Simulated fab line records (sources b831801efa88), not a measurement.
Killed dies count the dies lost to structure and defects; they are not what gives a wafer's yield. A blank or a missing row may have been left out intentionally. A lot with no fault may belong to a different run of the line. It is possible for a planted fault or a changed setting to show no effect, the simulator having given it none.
The same fault as seen by 2 desks ; flow sky130 ; each desk holds nothing but its own numbers, with what lay behind them at the end

== THE METROLOGY DESK ==
What the gauges read for every lot (on any tool): the sampled wafers with a number, averaged. The brackets show how far a lot's mean lies from the usual mean; more than 4 standard deviations puts the lot out of limits, marked OUT.
Columns: A = CONTACT_W_THK at SKY_CONTACT_THK_MEAS_26, usual 325 nm; B = cd-nm at SKY_METAL1_CD_MEAS_15, usual 140.8 nm
lot;first seen here;A;B
L968;day 31 23:26;321;139.4
L969;day 32 05:44;327;139.6
L970;day 32 10:11;324;139.9
L972;day 33 05:29;328;139.7
L973;day 33 11:58;324;139.9
L974;day 33 16:38;320;143.5
L975;day 34 01:06;324;140.3
L977;day 34 18:01;326;142.3
L979;day 35 16:42;321;142.3
L980;day 35 17:21;329;138.8
L981;day 36 00:14;326;141.5
L982;day 36 09:51;324;138.6
L986;day 37 14:11;324;142.7
L991;day 38 17:43;323;140.3
This desk's verdict: no lot among the 14 shows anything out of limits.

== THE TOOL OWNER'S DESK: litho-track-03 ==
The tool's own readings at SKY_METAL2_DEVELOP_14 (develop time 60 s): means of the sampled wafers that have a number, for each lot that ran on this tool. The brackets show how far a lot's mean lies from the usual mean; more than 4 standard deviations puts the lot out of limits, marked OUT.
Columns: A = chill-plate-temp-C at SKY_METAL2_DEVELOP_14, usual 22.99 C
lot;first seen here;A
L969;day 35 18:00;23.05
L970;day 35 21:00;22.92
L979;day 39 02:00;22.95
L991;day 41 23:00;22.92
This desk's verdict: no lot among the 4 shows anything out of limits.

== TAKEN TOGETHER ==
Nothing out of limits was seen by the metrology desk.
The desk of the tool owner found nothing out of limits.

== WHAT WAS PUT IN BY THE SIMULATOR ==
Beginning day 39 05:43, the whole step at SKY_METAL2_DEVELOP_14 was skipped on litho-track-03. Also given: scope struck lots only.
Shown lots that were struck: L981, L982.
